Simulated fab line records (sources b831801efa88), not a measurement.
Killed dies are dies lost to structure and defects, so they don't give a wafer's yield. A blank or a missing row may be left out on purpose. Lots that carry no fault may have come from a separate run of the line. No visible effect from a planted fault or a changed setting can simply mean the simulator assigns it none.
One fault seen from 2 desks + flow sky130 + every desk sees just its own numbers, and what lay behind them comes last

## AT THE METROLOGY DESK
What the gauges read for every lot (on any tool): the sampled wafers with a number, averaged. If a lot's mean is further than 4 standard deviations from the usual mean, the lot is out of limits and carries the mark OUT (the distance appears in the brackets).
Columns: A = NWELL_2_TW at SKY_NWELL_TW_MEAS_26, usual 496.2; B = POLY_GATE_CVD_03_THK at SKY_POLY_GATE_THK_MEAS_04, usual 74.4 nm; C = LDD_N_TW at SKY_LDD_N_TW_MEAS_17, usual 2592
| lot  | first seen here | A     | B    | C               |
|------|-----------------|-------|------|-----------------|
| L266 | day 5 10:56     | 494.7 | 74.1 | 2614            |
| L269 | day 7 08:43     | 496.7 | 74.4 | 2581            |
| L270 | day 7 09:14     | 497.4 | 74.5 | 2587            |
| L274 | day 7 22:11     | 496.1 | 74.1 | 2657 (+5.9) OUT |
| L276 | day 8 03:34     | 495.4 | 73.8 | 2646 (+4.9) OUT |
| L281 | day 9 18:22     | 495.3 | 73.1 | 2592            |
| L283 | day 10 09:29    | 498.2 | 75.0 | 2595            |
| L285 | day 10 15:38    | 494.8 | 74.8 | 2590            |
| L286 | day 10 21:21    | 498.9 | 74.7 | 2568            |
| L287 | day 10 23:44    | 493.8 | 73.8 | 2597            |
| L288 | day 11 06:55    | 494.5 | 74.4 | 2588            |
Finding of this desk: L274, L276 out of limits, first seen on L274 at day 21 17:29 (LDD_N_TW at SKY_LDD_N_TW_MEAS_17). L266, L269, L270, L281, L283, L285, L286, L287, L288 stayed within limits.

## THE TOOL OWNER'S DESK: implanter-02
The tool's own readings at SKY_LDD_N_IMPLANT_09: means of the sampled wafers that have a number, for each lot that ran on this tool. If a lot's mean is further than 4 standard deviations from the usual mean, the lot is out of limits and carries the mark OUT (the distance appears in the brackets).
Columns: A = beamOnS at SKY_LDD_N_IMPLANT_09, usual 10.02 s; B = doseIonsCm2 at SKY_LDD_N_IMPLANT_09, usual 7.501e+13; C = faradayCurrentUA at SKY_LDD_N_IMPLANT_09, usual 422
| lot  | first seen here | A               | B                           | C              |
|------|-----------------|-----------------|-----------------------------|----------------|
| L269 | day 20 18:38    | 10.28           | 7.494e+13                   | 411            |
| L274 | day 21 16:20    | 13.80 (+19) OUT | 1.208e+14 (+99 or more) OUT | 493 (+8.5) OUT |
| L276 | day 21 19:37    | 13.58 (+18) OUT | 1.208e+14 (+99 or more) OUT | 501 (+9.4) OUT |
| L283 | day 24 18:38    | 9.95            | 7.504e+13                   | 426            |
| L285 | day 25 06:26    | 10.14           | 7.505e+13                   | 416            |
This desk's verdict: out of limits on L274, L276, starting with L274 at day 21 16:20 (beamOnS at SKY_LDD_N_IMPLANT_09). L269, L283, L285 stayed within limits.

## PUT TOGETHER
The tool owner's desk could have raised an alarm at day 21 16:20, on L274, L276.
On L274, L276, the metrology desk was in a position to raise an alarm at day 21 17:29.
The lots listed all ran SKY_LDD_N_IMPLANT_09 on implanter-02.

## WHAT HAD BEEN PUT IN BY THE SIMULATOR
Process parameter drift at SKY_LDD_N_IMPLANT_09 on implanter-02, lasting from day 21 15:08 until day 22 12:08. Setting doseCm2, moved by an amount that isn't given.
Struck lots among those shown: L274, L276.
Counting hours from when the fault started, the first reading out of limits came at 1 for the tool owner's desk and at 2 for the metrology desk.
